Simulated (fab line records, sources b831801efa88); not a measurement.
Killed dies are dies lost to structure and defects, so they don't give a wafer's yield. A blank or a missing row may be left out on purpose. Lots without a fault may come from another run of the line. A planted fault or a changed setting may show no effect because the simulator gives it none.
One fault seen from 2 desks | flow sky130 | each desk has only its own numbers; what lay behind them comes last

THE TOOL OWNER'S DESK: litho_track-03
The tool's own readings at SKY_RES_PROTECT_SOFTBAKE_03 (time 60 s): means of the sampled wafers that have a number, for each lot that ran on this tool. A lot is out of limits, marked OUT, if its mean lies more than 4 standard deviations from the usual mean; the brackets give that distance.
Columns: A = heater_power_total_W at SKY_RES_PROTECT_SOFTBAKE_03, usual 56.60 W; B = run_length_s at SKY_RES_PROTECT_SOFTBAKE_03, usual 89.33 s
lot  | first seen here | A               | B
L891 | day 15 08:56    | 56.60           | 89.52
L892 | day 15 14:13    | 56.60           | 89.62
L894 | day 16 16:43    | 56.65           | 89.51
L896 | day 16 21:40    | 56.60           | 89.54
L905 | day 20 05:05    | 59.17 (+58) OUT | 82.33 (-32) OUT
L906 | day 20 12:47    | 59.16 (+58) OUT | 82.29 (-32) OUT
This desk's finding: out of limits on L905, L906; first on L905, day 20 05:05 (heater_power_total_W at SKY_RES_PROTECT_SOFTBAKE_03). In limits: L891, L892, L894, L896.

THE METROLOGY DESK
What the gauges read, lot by lot, whatever tool the lot ran on: means of the sampled wafers that have a number. A lot is out of limits, marked OUT, if its mean lies more than 4 standard deviations from the usual mean; the brackets give that distance.
Columns: A = cd_nm at SKY_VT_ADJUST_HVTP_CD_MEAS_07, usual 380.1 nm; B = VT_ADJUST_NCORE_OVL at SKY_VT_ADJUST_NCORE_OVL_MEAS_08, usual 0.7 nm; C = cd_nm at SKY_SONOS_TUNNEL_CD_MEAS_07, usual 410.3 nm
lot  | first seen here | A     | B    | C
L889 | day 6 04:05     | 380.1 | -2.1 | 411.8
L891 | day 6 15:42     | 376.9 | 1.7  | 409.1
L892 | day 6 22:41     | 380.5 | 3.3  | 408.4
L893 | day 7 02:55     | 379.5 | 1.3  | 409.1
L894 | day 7 17:55     | 379.5 | 0.7  | 413.8
L896 | day 7 19:58     | 383.6 | -0.7 | 408.9
L897 | day 8 03:34     | 380.4 | 0.3  | 409.7
L898 | day 8 14:20     | 383.1 | 2.7  | 412.5
L901 | day 9 06:46     | 383.5 | 0.0  | 409.4
L904 | day 9 23:10     | 378.0 | -1.0 | 408.8
L905 | day 10 07:29    | 384.1 | -0.0 | 408.6
L906 | day 10 12:54    | 381.9 | -0.1 | 411.5
L908 | day 11 04:32    | 381.1 | -0.5 | 410.2
L912 | day 12 04:32    | 381.8 | 1.9  | 408.3
This desk's finding: nothing out of limits on any of the 14 lots.

PUT TOGETHER
The tool owner's desk could have raised an alarm at day 20 05:05, on L905, L906.
The metrology desk saw nothing out of limits.
The metrology desk has L905, L906 on record, within its limits.
Of the lots named, all ran SKY_RES_PROTECT_SOFTBAKE_03 on litho_track-03.

WHAT THE SIMULATOR HAD PUT IN
Process parameter drift: litho_track-03, from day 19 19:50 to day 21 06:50, at SKY_RES_PROTECT_SOFTBAKE_03. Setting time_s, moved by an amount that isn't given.
Lots struck among those shown: L905, L906.
Hours from the fault's start to each desk's first reading out of limits: the tool owner's desk, 9.
